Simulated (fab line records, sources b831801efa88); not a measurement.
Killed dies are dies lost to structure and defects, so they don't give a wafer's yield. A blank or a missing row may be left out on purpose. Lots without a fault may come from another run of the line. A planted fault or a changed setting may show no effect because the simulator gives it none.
fab line records | flow gf180mcu
record lots=5 wafers=15 last_day=32
route steps=602 shown V2@391 M3@409
lots that met no fault: from a run of the same line without faults
start_h: hours from the record's first day to the start of the lot's first wafer shown | wait_h: hours since the lot's step before | " the same as in the row above | L1.1+2: a row that stands for several wafers | - no value, or no start given | * or withheld: withheld | < > ~ a bound
route shown NAME@n: a module of which the file shows steps, and the number in the route of the first | usual: mean/standard deviation of fault-free wafers | same: alike in all rows | chamber/n: place in a boat | sites: the reading at each site | _std_site: their standard deviation | _edge_site: outer sites' mean less inner sites' | radius_mm: how far each site lies from the wafer's centre | mask NAME#n: copy n | behind: the tool/chamber that last shaped the wafer | hold: why the lot was held/for how many hours/how that ended | device: the transistor (n, p or np) that didn't switch | end of line: the same wafers' tests at the end of the route | a step without rows: its recipe alone | killed: dies lost to structure and defects at the first sort, not the wafer's yield | map: a wafer's dies, x killed, . not, _ none there
set.NAME: the setting as run; set.NAME@STEP: as run at that earlier step | model.NAME: the simulator's own value behind a step, which no gauge read
lots at some steps of the route; a table a step, a row a wafer
services: from which hour (start_h, from the record's first day; less than 0 if before it) a tool's chamber was out of use, for how many hours, and why
## steps
# step GF_V2_COAT_09
# recipe resist=KrF spin_rpm=withheld resist_thk_nm=1017
# columns lot.wafer tool chamber start_h wait_h
L077.3+4+5 litho_track-03 0 - -
L078.2+4+5 litho_track-03 0 - -
L083.1+3+4 litho_track-01 0 - -
L086.4+5+6 litho_track-04 0 - -
L088.2+3+5 litho_track-04 0 - -
# step GF_V2_SOFTBAKE_10
# recipe temp_c=130 time_s=60 resist=KrF
# columns lot.wafer tool chamber start_h wait_h
L077.3+4+5 litho_track-03 0 - -
L078.2+4+5 litho_track-03 0 - -
L083.1+3+4 litho_track-01 0 - -
L086.4+5+6 litho_track-04 0 - -
L088.2+3+5 litho_track-04 0 - -
# step GF_V2_EXPOSE_11
# recipe mask_id=Via2 target_cd_nm=260 na=0.68 source_shape=conventional sigma_outer=0.6 dose_mj=38
# usual reticle_temp_C=23.02/0.11 stage_vel_mm_s=500.03/0.27
# columns lot.wafer tool chamber start_h wait_h mask reticle_temp_C stage_vel_mm_s
L077.3 krf_scanner-01 0 - - Via2#0 23.01 500.31
L077.4 " 0 " " Via2#0 23.10 500.14
L077.5 " 0 " " Via2#0 22.81 500.13
L078.2 krf_scanner-02 0 - - Via2#0 23.07 499.77
L078.4 " 0 " " Via2#0 23.03 500.18
L078.5 " 0 " " Via2#0 23.05 499.67
L083.1 krf_scanner-02 0 - - Via2#0 22.98 500.15
L083.3 " 0 " " Via2#0 23.12 499.90
L083.4 " 0 " " Via2#0 22.94 499.82
L086.4 krf_scanner-02 0 - - Via2#0 23.15 500.53
L086.5 " 0 " " Via2#0 23.10 500.19
L086.6 " 0 " " Via2#0 23.11 500.60
L088.2 krf_scanner-01 0 - - Via2#0 22.87 499.99
L088.3 " 0 " " Via2#0 22.75 500.23
L088.5 " 0 " " Via2#0 23.03 500.26
# step GF_V2_PEB_12
# recipe peb_temp_c=135 peb_time_s=90 resist=KrF
# columns lot.wafer tool chamber start_h wait_h
L077.3+4+5 litho_track-04 0 - -
L078.2+4+5 litho_track-04 0 - -
L083.1+3+4 litho_track-03 0 - -
L086.4+5+6 litho_track-04 0 - -
L088.2+3+5 litho_track-04 0 - -
# step GF_V2_DEVELOP_13
# recipe develop_time_s=60 resist=KrF dev_temp_c=21
# columns lot.wafer tool chamber start_h wait_h
L077.3+4+5 litho_track-04 0 489.43 0.1
L078.2+4+5 litho_track-04 0 501.90 0.2
L083.1+3+4 litho_track-03 0 548.82 0.2
L086.4+5+6 litho_track-04 0 566.65 0.1
L088.2+3+5 litho_track-04 0 584.45 0.2
# step GF_V2_CD_MEAS_14
# recipe target_cd_nm=260
# usual cd_nm=260.1/1.3
# columns lot.wafer tool chamber start_h wait_h cd_nm
L077.3 cd_sem-01 - 489.57 0.1 259.5
L077.4 " - " " 259.8
L077.5 " - " " 260.4
L078.2 cd_sem-02 - 502.05 0.1 260.2
L078.4 " - " " 259.9
L078.5 " - " " 260.1
L083.1 cd_sem-02 - 548.97 0.1 257.5
L083.3 " - " " 258.7
L083.4 " - " " 258.2
L086.4 cd_sem-01 - 566.78 0.1 258.0
L086.5 " - " " 259.1
L086.6 " - " " 257.5
L088.2 cd_sem-01 - 584.59 0.1 258.7
L088.3 " - " " 258.7
L088.5 " - " " 258.1
# step GF_V2_OVL_MEAS_15
# usual V2_OVL=1/4.4
# columns lot.wafer tool chamber start_h wait_h V2_OVL[nm]
L077.3 overlay-01 - 489.66 0.1 1
L077.4 " - " " -7
L077.5 " - " " -8
L078.2 overlay-02 - 502.15 0.1 2
L078.4 " - " " 12
L078.5 " - " " 2
L083.1 overlay-01 - 549.09 0.1 2
L083.3 " - " " 5
L083.4 " - " " 0
L086.4 overlay-02 - 566.86 0.1 10
L086.5 " - " " 6
L086.6 " - " " 9
L088.2 overlay-01 - 584.70 0.1 -5
L088.3 " - " " 3
L088.5 " - " " 0
# step GF_V2_ETCH_16
# recipe chemistry=N2/H2 target_depth_a=withheld overetch_a=withheld time_s=withheld target=BARC ion_energy_ev=200 source_w=500 bias_w=100 pressure_mtorr=30 n2_flow_sccm=100 h2_flow_sccm=200
# usual bias_w=99.98/0.29 drypump_motor_current_A=5.6/0.35 oes_product_au=0.854/0.0052 throttle_valve_pct=13.224/0.0085
# columns lot.wafer tool chamber start_h wait_h bias_w drypump_motor_current_A oes_product_au throttle_valve_pct
L077.3 rie_diel-03 2 489.68 0.0 100.53 5.6 0.854 13.207
L077.4 " 1 " " 100.36 5.0 0.853 13.222
L077.5 " 1 " " 100.17 5.0 0.858 13.214
L078.2 rie_diel-03 1 502.18 0.0 99.55 5.0 0.858 13.220
L078.4 " 3 " " 99.66 5.2 0.852 13.224
L078.5 " 0 " " 100.10 5.6 0.859 13.225
L083.1 rie_diel-02 2 549.13 0.0 100.44 5.9 0.848 13.212
L083.3 " 3 " " 100.10 5.3 0.858 13.231
L083.4 " 0 " " 100.19 5.8 0.846 13.218
L086.4 rie_diel-02 0 566.88 0.0 99.90 5.8 0.844 13.214
L086.5 " 2 " " 100.39 5.9 0.846 13.227
L086.6 " 1 " " 99.46 6.2 0.855 13.240
L088.2 rie_diel-03 2 584.73 0.0 100.13 5.5 0.850 13.213
L088.3 " 3 " " 100.65 5.2 0.848 13.228
L088.5 " 3 " " 100.41 5.2 0.857 13.223
# step GF_V2_ETCH_17
# recipe chemistry=C4F8/O2/Ar mask_material=KrF target=SiO2 stop_on=TiN source_w=1500 bias_w=1200 pressure_mtorr=40 c4f8_flow_sccm=withheld O2_flow_sccm=6 Ar_flow_sccm=300 time_s=withheld target_depth_a=6300
# usual bias_w=1200/3.7 oes_product_au=0.855/0.0044
# columns lot.wafer tool chamber start_h wait_h bias_w oes_product_au
L077.3 rie_diel-03 2 - - 1204 0.862
L077.4 " 1 " " 1202 0.855
L077.5 " 1 " " 1200 0.856
L078.2 rie_diel-03 1 - - 1199 0.855
L078.4 " 3 " " 1204 0.852
L078.5 " 0 " " 1202 0.854
L083.1 rie_diel-02 2 - - 1203 0.856
L083.3 " 3 " " 1199 0.862
L083.4 " 0 " " 1202 0.853
L086.4 rie_diel-02 0 - - 1199 0.864
L086.5 " 2 " " 1207 0.856
L086.6 " 1 " " 1191 0.861
L088.2 rie_diel-03 2 - - 1198 0.852
L088.3 " 3 " " 1202 0.853
L088.5 " 3 " " 1201 0.851
# step GF_V2_STRIP_18
# recipe chemistry=O2/N2 power_w=1400 pressure_mtorr=1500 platen_temp_c=250 o2_flow_sccm=3000 n2_flow_sccm=300 overash_fraction=0.5
# usual drypump_motor_current_A=5.6/0.69 heater_power_w=329/29 oes_product_au=0.599/0.0047
# columns lot.wafer tool chamber start_h wait_h drypump_motor_current_A heater_power_w oes_product_au rf_hours_counter_h
L077.3 plasma_asher-03 1 489.84 - 5.0 308 0.611 -
L077.4 " 0 " " 4.9 303 0.596 -
L077.5 " 0 " " 4.9 303 0.593 -
L078.2 plasma_asher-03 1 502.31 - 5.0 310 0.598 7
L078.4 " 0 " " 4.9 308 0.594 -
L078.5 " 1 " " 5.0 300 0.606 -
L083.1 plasma_asher-01 0 549.26 - 6.8 328 0.596 95
L083.3 " 1 " " 5.6 375 0.592 -
L083.4 " 0 " " 6.8 325 0.598 -
L086.4 plasma_asher-02 1 567.04 - 6.0 302 0.593 -
L086.5 " 1 " " 6.0 321 0.598 -
L086.6 " 0 " " 6.3 360 0.606 -
L088.2 plasma_asher-02 0 584.86 - 6.3 376 0.601 83
L088.3 " 1 " " 5.9 318 0.605 -
L088.5 " 0 " " 6.3 373 0.601 -
# step GF_V2_STRIP_19
# recipe chemistry=post_etch_residue_remover time_s=1200 temp_c=72.5
# columns lot.wafer tool chamber start_h wait_h
L077.3+4+5 wet_bench-02 1 489.91 0.0
L078.2+4+5 wet_bench-02 3 502.41 0.1
L083.1+3+4 wet_bench-01 2 549.36 0.1
L086.4+5+6 wet_bench-01 2 567.11 0.0
L088.2+3+5 wet_bench-02 3 584.96 0.1
# step GF_V2_CLEAN_20
# recipe chemistry=DIW dry=n2_spin
# columns lot.wafer tool chamber start_h wait_h
L077.3+4+5 wet_bench-01 1 490.25 0.0
L078.2+4+5 wet_bench-01 1 502.78 0.0
L083.1+3+4 wet_bench-03 3 549.70 0.0
L086.4+5+6 wet_bench-03 3 567.45 0.0
L088.2+3+5 wet_bench-03 3 585.33 0.0
# step GF_V2_SPUTTER_21
# recipe material=Ti target_thk_nm=15 chamber_pressure_pa=5 power_w=2500 substrate_temp_c=200 time_s=80.02
# usual throttle_valve_pct=29.9/0.77
# columns lot.wafer tool chamber start_h wait_h throttle_valve_pct
L077.3 pvd_sputter-01 - 490.34 0.0 30.5
L077.4 " - " " 29.5
L077.5 " - " " 30.7
L078.2 pvd_sputter-02 - 502.87 0.0 30.5
L078.4 " - " " 29.2
L078.5 " - " " 29.1
L083.1 pvd_sputter-01 - 549.79 0.0 30.1
L083.3 " - " " 30.5
L083.4 " - " " 29.8
L086.4 pvd_sputter-01 - 567.55 0.0 29.7
L086.5 " - " " 30.9
L086.6 " - " " 30.1
L088.2 pvd_sputter-01 - 585.45 0.0 30.5
L088.3 " - " " 30.3
L088.5 " - " " 30.4
# step GF_V2_SPUTTER_22
# recipe material=TiN target_thk_nm=10 chamber_pressure_pa=5 power_w=4000 time_s=40
# usual throttle_valve_pct=29.9/0.79
# columns lot.wafer tool chamber start_h wait_h throttle_valve_pct
L077.3 pvd_sputter-01 - 490.40 0.0 30.2
L077.4 " - " " 29.4
L077.5 " - " " 30.4
L078.2 pvd_sputter-02 - 503.01 0.1 30.3
L078.4 " - " " 29.4
L078.5 " - " " 29.1
L083.1 pvd_sputter-01 - 549.85 0.0 30.0
L083.3 " - " " 30.5
L083.4 " - " " 29.3
L086.4 pvd_sputter-01 - 567.61 0.0 29.9
L086.5 " - " " 30.5
L086.6 " - " " 29.9
L088.2 pvd_sputter-01 - 585.51 0.0 30.7
L088.3 " - " " 30.5
L088.5 " - " " 30.5
# step GF_V2_CVD_23
# recipe material=W target_thk_nm=350 time_s=104.94 temp_c=400 pressure_torr=40
# usual heater_power_w=969/55
# columns lot.wafer tool chamber start_h wait_h heater_power_w
L077.3 cvd_w-02 0 490.48 0.1 1067
L077.4 " 1 " " 925
L077.5 " 0 " " 1057
L078.2 cvd_w-01 1 503.09 0.0 884
L078.4 " 0 " " 984
L078.5 " 0 " " 1002
L083.1 cvd_w-02 1 549.89 0.0 950
L083.3 " 0 " " 1043
L083.4 " 1 " " 958
L086.4 cvd_w-02 1 567.69 0.1 966
L086.5 " 0 " " 1043
L086.6 " 1 " " 953
L088.2 cvd_w-02 0 585.55 0.0 1012
L088.3 " 0 " " 1041
L088.5 " 1 " " 949
# step GF_V2_RS_MEAS_24
# recipe thk_meas_gauge=four-point-probe reads=W_of_V2_CVD_23+TiN_of_V2_SPUTTER_22+Ti_of_V2_SPUTTER_21
# usual V2_W_RS=0.328/0.0036
# columns lot.wafer tool chamber start_h wait_h V2_W_RS[ohm/sq]
L077.3 film_metro-02 - 490.60 0.1 0.333
L077.4 " - " " 0.330
L077.5 " - " " 0.331
L078.2 film_metro-02 - 503.22 0.1 0.327
L078.4 " - " " 0.323
L078.5 " - " " 0.328
L083.1 film_metro-03 - 550.00 0.1 0.325
L083.3 " - " " 0.326
L083.4 " - " " 0.321
L086.4 film_metro-03 - 567.82 0.1 0.327
L086.5 " - " " 0.331
L086.6 " - " " 0.323
L088.2 film_metro-02 - 585.68 0.1 0.329
L088.3 " - " " 0.328
L088.5 " - " " 0.327
# step GF_V2_THK_MEAS_25
# recipe thk_meas_gauge=xrf reads=W_of_V2_CVD_23
# usual V2_W_THK=349/5.2
# columns lot.wafer tool chamber start_h wait_h V2_W_THK[nm]
L077.3 film_metro-02 - 490.70 0.1 348
L077.4 " - " " 353
L077.5 " - " " 348
L078.2 film_metro-02 - 503.33 0.1 354
L078.4 " - " " 360
L078.5 " - " " 353
L083.1 film_metro-03 - 550.12 0.1 352
L083.3 " - " " 352
L083.4 " - " " 356
L086.4 film_metro-03 - 567.91 0.1 350
L086.5 " - " " 346
L086.6 " - " " 354
L088.2 film_metro-02 - 585.79 0.1 348
L088.3 " - " " 351
L088.5 " - " " 350
# step GF_V2_CMP_26
# recipe stop_on=SiO2 down_force_psi=3.5 platen_rpm=60 t_overpolish_s=15 target_thk_nm=0 pad_velocity_m_s=0.94248
# usual motor_current_A=10.3/1 overpolish_run_s=14.999/0.0087 time_to_endpoint_s=84.7/2.8
# same t_overpolish_s=15
# columns lot.wafer tool chamber start_h wait_h motor_current_A overpolish_run_s time_to_endpoint_s
L077.3 cmp-01 0 490.79 0.1 10.7 15.011 81.5
L077.4 " 2 " " 11.7 15.003 81.7
L077.5 " 3 " " 11.0 14.988 77.9
L078.4 cmp-01 2 503.43 0.1 11.9 14.994 85.1
L078.2 " 0 " " 10.4 14.999 83.2
L078.5 " 2 " " 11.2 15.007 85.2
L083.1 cmp-02 0 550.23 0.1 11.4 15.018 81.5
L083.4 " 1 " " 11.2 14.998 84.0
L083.3 " 2 " " 10.0 15.005 83.5
L086.4 cmp-02 2 567.94 0.0 9.8 14.984 83.9
L086.6 " 2 " " 9.8 15.001 85.8
L086.5 " 3 " " 8.6 14.996 80.8
L088.3 cmp-01 1 585.84 0.0 9.3 14.995 88.9
L088.2 " 2 " " 11.3 15.001 90.0
L088.5 " 1 " " 9.4 15.003 85.8
# step GF_M3_SPUTTER_00
# recipe material=Ti target_thk_nm=37.5 arriving_ion_energy_ev=80 substrate_temp_c=200 chamber_pressure_pa=2 power_w=4000 time_s=150
# usual throttle_valve_pct=30.1/0.96
# columns lot.wafer tool chamber start_h wait_h throttle_valve_pct
L077.3 pvd_sputter-03 - 491.04 0.2 29.5
L077.4 " - " " 30.8
L077.5 " - " " 30.8
L078.2 pvd_sputter-04 - 503.68 0.1 29.1
L078.4 " - " " 28.9
L078.5 " - " " 30.0
L083.1 pvd_sputter-04 - 550.48 0.2 30.1
L083.3 " - " " 31.4
L083.4 " - " " 29.2
L086.4 pvd_sputter-02 - 568.24 0.2 30.5
L086.5 " - " " 30.6
L086.6 " - " " 30.3
L088.2 pvd_sputter-04 - 586.14 0.2 28.8
L088.3 " - " " 30.1
L088.5 " - " " 31.5
# step GF_M3_SPUTTER_01
# recipe material=TiN target_thk_nm=30 power_w=6500 time_s=25 chamber_pressure_pa=0.4
# usual throttle_valve_pct=30.2/0.96
# columns lot.wafer tool chamber start_h wait_h throttle_valve_pct
L077.3 pvd_sputter-03 - 491.14 0.1 29.5
L077.4 " - " " 30.8
L077.5 " - " " 30.9
L078.2 pvd_sputter-04 - 503.78 0.1 29.1
L078.4 " - " " 29.0
L078.5 " - " " 30.0
L083.1 pvd_sputter-04 - 550.58 0.1 29.9
L083.3 " - " " 31.6
L083.4 " - " " 29.3
L086.4 pvd_sputter-02 - 568.34 0.1 30.4
L086.5 " - " " 30.3
L086.6 " - " " 30.4
L088.2 pvd_sputter-04 - 586.24 0.1 29.2
L088.3 " - " " 30.3
L088.5 " - " " 31.4
# step GF_M3_SPUTTER_02
# recipe material=AlCu target_thk_nm=450 power_w=10600 time_s=23.9 chamber_pressure_pa=0.4
# usual throttle_valve_pct=30.2/0.96
# columns lot.wafer tool chamber start_h wait_h throttle_valve_pct
L077.3 pvd_sputter-03 - 491.17 0.0 29.4
L077.4 " - " " 30.9
L077.5 " - " " 31.0
L078.2 pvd_sputter-04 - 503.81 0.0 29.1
L078.4 " - " " 28.9
L078.5 " - " " 29.8
L083.1 pvd_sputter-04 - 550.61 0.0 30.3
L083.3 " - " " 31.6
L083.4 " - " " 28.9
L086.4 pvd_sputter-02 - 568.37 0.0 30.7
L086.5 " - " " 30.7
L086.6 " - " " 30.2
L088.2 pvd_sputter-04 - 586.27 0.0 29.1
L088.3 " - " " 30.2
L088.5 " - " " 31.4
# step GF_M3_SPUTTER_03
# recipe material=Ti target_thk_nm=10 substrate_temp_c=300 chamber_pressure_pa=0.3113 power_w=3000 time_s=6.7
# usual throttle_valve_pct=30.2/0.97
# columns lot.wafer tool chamber start_h wait_h throttle_valve_pct
L077.3 pvd_sputter-03 - 491.20 0.0 29.3
L077.4 " - " " 30.9
L077.5 " - " " 30.8
L078.2 pvd_sputter-04 - 503.84 0.0 28.9
L078.4 " - " " 29.0
L078.5 " - " " 30.3
L083.1 pvd_sputter-04 - 550.64 0.0 30.2
L083.3 " - " " 31.5
L083.4 " - " " 28.8
L086.4 pvd_sputter-02 - 568.40 0.0 30.2
L086.5 " - " " 30.1
L086.6 " - " " 30.4
L088.2 pvd_sputter-04 - 586.30 0.0 29.0
L088.3 " - " " 30.0
L088.5 " - " " 31.5
# step GF_M3_SPUTTER_04
# recipe material=TiN target_thk_nm=50 power_w=6500 time_s=41.7 chamber_pressure_pa=0.4
# usual throttle_valve_pct=30.2/0.95
# columns lot.wafer tool chamber start_h wait_h throttle_valve_pct
L077.3 pvd_sputter-03 - 491.22 0.0 29.4
L077.4 " - " " 31.0
L077.5 " - " " 30.9
L078.2 pvd_sputter-04 - 503.86 0.0 29.0
L078.4 " - " " 29.1
L078.5 " - " " 30.0
L083.1 pvd_sputter-04 - 550.66 0.0 30.1
L083.3 " - " " 31.8
L083.4 " - " " 28.9
L086.4 pvd_sputter-02 - 568.42 0.0 30.3
L086.5 " - " " 30.3
L086.6 " - " " 30.3
L088.2 pvd_sputter-04 - 586.32 0.0 28.8
L088.3 " - " " 29.9
L088.5 " - " " 31.3
# step GF_M3_RS_MEAS_05
# recipe thk_meas_gauge=four-point-probe reads=TiN_of_M3_SPUTTER_04+Ti_of_M3_SPUTTER_03+AlCu_of_M3_SPUTTER_02+TiN_of_M3_SPUTTER_01+Ti_of_M3_SPUTTER_00
# usual M3_ALCU_RS=0.0692/0.00052
# columns lot.wafer tool chamber start_h wait_h M3_ALCU_RS[ohm/sq]
L077.3 film_metro-01 - 491.30 0.1 0.0687
L077.4 " - " " 0.0689
L077.5 " - " " 0.0691
L078.2 film_metro-04 - 503.92 0.0 0.0686
L078.4 " - " " 0.0686
L078.5 " - " " 0.0690
L083.1 film_metro-04 - 550.70 0.0 0.0701
L083.3 " - " " 0.0694
L083.4 " - " " 0.0696
L086.4 film_metro-04 - 568.52 0.1 0.0696
L086.5 " - " " 0.0696
L086.6 " - " " 0.0696
L088.2 film_metro-01 - 586.38 0.0 0.0682
L088.3 " - " " 0.0689
L088.5 " - " " 0.0685
# step GF_M3_THK_MEAS_06
# recipe thk_meas_gauge=xrf reads=AlCu_of_M3_SPUTTER_02
# usual M3_ALCU_THK=449/3.9
# columns lot.wafer tool chamber start_h wait_h M3_ALCU_THK[nm]
L077.3 film_metro-01 - 491.40 0.1 449
L077.4 " - " " 448
L077.5 " - " " 448
L078.2 film_metro-04 - 504.03 0.1 452
L078.4 " - " " 453
L078.5 " - " " 448
L083.1 film_metro-04 - 550.82 0.1 446
L083.3 " - " " 452
L083.4 " - " " 451
L086.4 film_metro-04 - 568.61 0.1 446
L086.5 " - " " 448
L086.6 " - " " 450
L088.2 film_metro-01 - 586.49 0.1 449
L088.3 " - " " 448
L088.5 " - " " 450
# step GF_M3_DEHYDRATE_07
# recipe temp_c=200 time_s=60
# columns lot.wafer tool chamber start_h wait_h
L077.3+4+5 litho_track-01 0 502.54 11.1
L078.2+4+5 litho_track-02 0 515.09 11.0
L083.1+3+4 litho_track-02 0 561.47 10.6
L086.4+5+6 litho_track-02 0 578.64 10.0
L088.2+3+5 litho_track-04 0 597.15 10.6
# step GF_M3_HMDS_08
# recipe prime_time_s=60 prime_temp_c=120
# same prime_time_s=60
# columns lot.wafer tool chamber start_h wait_h
L077.3+4+5 litho_track-01 0 502.69 0.1
L078.2+4+5 litho_track-02 0 515.24 0.1
L083.1+3+4 litho_track-02 0 561.62 0.1
L086.4+5+6 litho_track-02 0 578.79 0.1
L088.2+3+5 litho_track-04 0 597.30 0.1
# step GF_M3_COAT_09
# recipe resist=KrF spin_rpm=withheld resist_thk_nm=1000
# columns lot.wafer tool chamber start_h wait_h
L077.3+4+5 litho_track-01 0 502.84 0.1
L078.2+4+5 litho_track-02 0 515.39 0.1
L083.1+3+4 litho_track-02 0 561.77 0.1
L086.4+5+6 litho_track-02 0 578.94 0.1
L088.2+3+5 litho_track-04 0 597.45 0.1
# step GF_M3_SOFTBAKE_10
# recipe temp_c=130 time_s=60 resist=KrF
# columns lot.wafer tool chamber start_h wait_h
L077.3+4+5 litho_track-01 0 502.99 0.1
L078.2+4+5 litho_track-02 0 515.54 0.1
L083.1+3+4 litho_track-02 0 561.92 0.1
L086.4+5+6 litho_track-02 0 579.09 0.1
L088.2+3+5 litho_track-04 0 597.60 0.1
# step GF_M3_EXPOSE_11
# recipe mask_id=Metal3 target_cd_nm=280 na=0.68 source_shape=conventional sigma_outer=0.6 dose_mj=28
# usual reticle_temp_C=22.99/0.11 stage_vel_mm_s=500.01/0.25
# columns lot.wafer tool chamber start_h wait_h mask reticle_temp_C stage_vel_mm_s
L077.3 krf_scanner-02 0 - - Metal3#0 23.00 500.58
L077.4 " 0 " " Metal3#0 23.16 500.13
L077.5 " 0 " " Metal3#0 23.07 500.61
L078.2 krf_scanner-02 0 - - Metal3#0 22.80 499.73
L078.4 " 0 " " Metal3#0 22.85 499.42
L078.5 " 0 " " Metal3#0 22.83 499.64
L083.1 krf_scanner-02 0 - - Metal3#0 22.92 499.96
L083.3 " 0 " " Metal3#0 22.91 500.30
L083.4 " 0 " " Metal3#0 22.83 499.89
L086.4 krf_scanner-01 0 - - Metal3#0 23.14 500.11
L086.5 " 0 " " Metal3#0 22.96 500.37
L086.6 " 0 " " Metal3#0 23.25 499.89
L088.2 krf_scanner-02 0 - - Metal3#0 23.03 500.09
L088.3 " 0 " " Metal3#0 23.07 500.28
L088.5 " 0 " " Metal3#0 22.99 500.07
# step GF_M3_PEB_12
# recipe peb_temp_c=135 peb_time_s=90 resist=KrF
# columns lot.wafer tool chamber start_h wait_h
L077.3+4+5 litho_track-01 0 - -
L078.2+4+5 litho_track-01 0 - -
L083.1+3+4 litho_track-02 0 - -
L086.4+5+6 litho_track-01 0 - -
L088.2+3+5 litho_track-04 0 - -
# step GF_M3_DEVELOP_13
# recipe develop_time_s=60 dev_temp_c=21
# columns lot.wafer tool chamber start_h wait_h
L077.3+4+5 litho_track-01 0 514.39 0.1
L078.2+4+5 litho_track-01 0 527.02 0.2
L083.1+3+4 litho_track-02 0 572.87 0.2
L086.4+5+6 litho_track-01 0 589.77 0.1
L088.2+3+5 litho_track-04 0 607.80 0.2
# step GF_M3_CD_MEAS_14
# recipe target_cd_nm=280
# usual cd_nm=280.3/1.4
# columns lot.wafer tool chamber start_h wait_h cd_nm
L077.3 cd_sem-01 - 514.53 0.1 283.1
L077.4 " - " " 281.6
L077.5 " - " " 282.5
L078.2 cd_sem-01 - 527.16 0.1 279.3
L078.4 " - " " 279.0
L078.5 " - " " 279.2
L083.1 cd_sem-01 - 573.02 0.1 280.9
L083.3 " - " " 280.4
L083.4 " - " " 281.0
L086.4 cd_sem-02 - 589.90 0.1 280.9
L086.5 " - " " 280.3
L086.6 " - " " 280.1
L088.2 cd_sem-01 - 607.94 0.1 279.0
L088.3 " - " " 277.8
L088.5 " - " " 278.2
# step GF_M3_OVL_MEAS_15
# usual M3_OVL=-1/5.5
# columns lot.wafer tool chamber start_h wait_h M3_OVL[nm]
L077.3 overlay-02 - 514.63 0.1 -3
L077.4 " - " " -5
L077.5 " - " " 3
L078.2 overlay-02 - 527.27 0.1 3
L078.4 " - " " -2
L078.5 " - " " 1
L083.1 overlay-01 - 573.14 0.1 -2
L083.3 " - " " -5
L083.4 " - " " -7
L086.4 overlay-01 - 589.98 0.1 -14
L086.5 " - " " -3
L086.6 " - " " -8
L088.2 overlay-01 - 608.05 0.1 -3
L088.3 " - " " -4
L088.5 " - " " 0
# step GF_M3_METAL_ETCH_16
# recipe chemistry=Cl2/BCl3 mask_material=KrF target_depth_nm=627.5 stop_on=SiO2 pressure_mtorr=8 icp_w=800 bias_w=140 Cl2_flow_sccm=80 bcl3_flow_sccm=40 time_s=104.6
# usual bias_w=140.0/0.41 drypump_motor_current_A=5.56/0.2 oes_product_au=0.974/0.0051 throttle_valve_pct=28.249/0.0096
# columns lot.wafer tool chamber start_h wait_h bias_w drypump_motor_current_A oes_product_au rf_hours_counter_h throttle_valve_pct
L077.3 rie_metal-02 0 514.69 0.1 140.6 5.64 0.972 - 28.247
L077.4 " 1 " " 139.0 5.52 0.983 - 28.242
L077.5 " 1 " " 139.8 5.52 0.979 - 28.255
L078.2 rie_metal-01 1 527.30 0.0 139.4 5.40 0.975 8 28.260
L078.4 " 1 " " 139.8 5.40 0.981 - 28.244
L078.5 " 1 " " 139.7 5.41 0.975 - 28.248
L083.1 rie_metal-03 1 573.17 0.0 139.3 5.95 0.968 11 28.270
L083.3 " 0 " " 140.3 5.61 0.971 - 28.239
L083.4 " 1 " " 139.4 5.97 0.969 - 28.244
L086.4 rie_metal-03 0 590.04 0.0 139.6 5.56 0.970 - 28.265
L086.5 " 0 " " 140.0 5.60 0.974 - 28.245
L086.6 " 1 " " 141.3 5.92 0.968 - 28.240
L088.2 rie_metal-01 0 608.08 0.0 139.6 5.25 0.978 12 28.242
L088.3 " 0 " " 139.4 5.25 0.984 - 28.246
L088.5 " 1 " " 140.0 5.41 0.979 - 28.264
# step GF_M3_STRIP_17
# recipe chemistry=O2/N2 power_w=1400 pressure_mtorr=1500 platen_temp_c=250 o2_flow_sccm=3000 n2_flow_sccm=300 overash_fraction=0.5
# usual drypump_motor_current_A=5.9/0.57 heater_power_w=346/23 oes_product_au=0.557/0.0045 strip_time_to_endpoint_s=7.86/0.038
# columns lot.wafer tool chamber start_h wait_h drypump_motor_current_A heater_power_w oes_product_au rf_hours_counter_h strip_time_to_endpoint_s
L077.3 plasma_asher-01 0 514.79 0.1 6.8 336 0.556 - 7.81
L077.4 " 1 " " 5.6 377 0.553 - 7.86
L077.5 " 0 " " 6.8 329 0.562 - 7.86
L078.2 plasma_asher-01 1 527.41 0.1 5.6 373 0.560 93 7.83
L078.4 " 1 " " 5.6 369 0.554 - 7.79
L078.5 " 1 " " 5.6 378 0.559 - 7.87
L083.1 plasma_asher-02 0 573.28 0.1 6.3 371 0.555 82 7.84
L083.3 " 1 " " 6.0 322 0.557 - 7.87
L083.4 " 0 " " 6.3 381 0.558 - 7.86
L086.4 plasma_asher-02 0 590.14 0.1 6.3 373 0.563 - 7.86
L086.5 " 1 " " 6.0 321 0.552 - 7.81
L086.6 " 0 " " 6.3 370 0.550 - 7.81
L088.2 plasma_asher-01 0 608.19 0.1 6.8 327 0.560 103 7.87
L088.3 " 1 " " 5.6 364 0.558 - 7.86
L088.5 " 0 " " 6.8 325 0.554 - 7.85
# step GF_M3_STRIP_18
# recipe chemistry=post_etch_residue_remover time_s=1200 temp_c=72.5
# columns lot.wafer tool chamber start_h wait_h
L077.3+4+5 wet_bench-04 1 514.86 0.0
L078.2+4+5 wet_bench-03 0 527.51 0.1
L083.1+3+4 wet_bench-04 3 573.38 0.1
L086.4+5+6 wet_bench-01 2 590.21 0.0
L088.2+3+5 wet_bench-01 0 608.29 0.1
# step GF_M3_CLEAN_19
# recipe chemistry=DIW dry=n2_spin
# columns lot.wafer tool chamber start_h wait_h
L077.3+4+5 wet_bench-03 0 515.20 0.0
L078.2+4+5 wet_bench-01 0 527.85 0.0
L083.1+3+4 wet_bench-03 0 573.73 0.0
L086.4+5+6 wet_bench-03 3 590.55 0.0
L088.2+3+5 wet_bench-03 3 608.67 0.0
## services
# columns tool chamber start_h hours kind
rie_diel-02 2 455.69 12.8 repair
krf_scanner-01 - 456.87 0.2 repair
cvd_w-02 1 467.09 3.0 repair
pvd_sputter-01 - 470.14 4.0 repair
krf_scanner-01 - 479.00 52.1 repair
plasma_asher-02 - 484.02 3.1 repair
krf_scanner-02 - 498.71 0.3 repair
wet_bench-03 - 510.33 3.8 repair
krf_scanner-01 - 511.86 0.6 repair
pvd_sputter-04 - 524.05 4.8 repair
krf_scanner-01 - 531.15 3.6 pm
rie_diel-03 0 533.35 1.8 repair
krf_scanner-02 - 533.73 0.8 pm
krf_scanner-02 - 535.19 1.0 pm
krf_scanner-02 - 536.19 1.3 pm
plasma_asher-01 - 537.65 8.9 pm
pvd_sputter-04 - 543.11 1.9 repair
pvd_sputter-03 - 558.30 1.1 repair
rie_diel-03 1 569.04 7.0 repair
rie_diel-02 3 570.21 10.5 repair
rie_diel-02 0 596.00 12.0 repair
pvd_sputter-01 - 600.61 1.0 repair
pvd_sputter-04 - 603.30 3.1 repair
plasma_asher-01 - 603.50 1.3 repair
## key
fault none
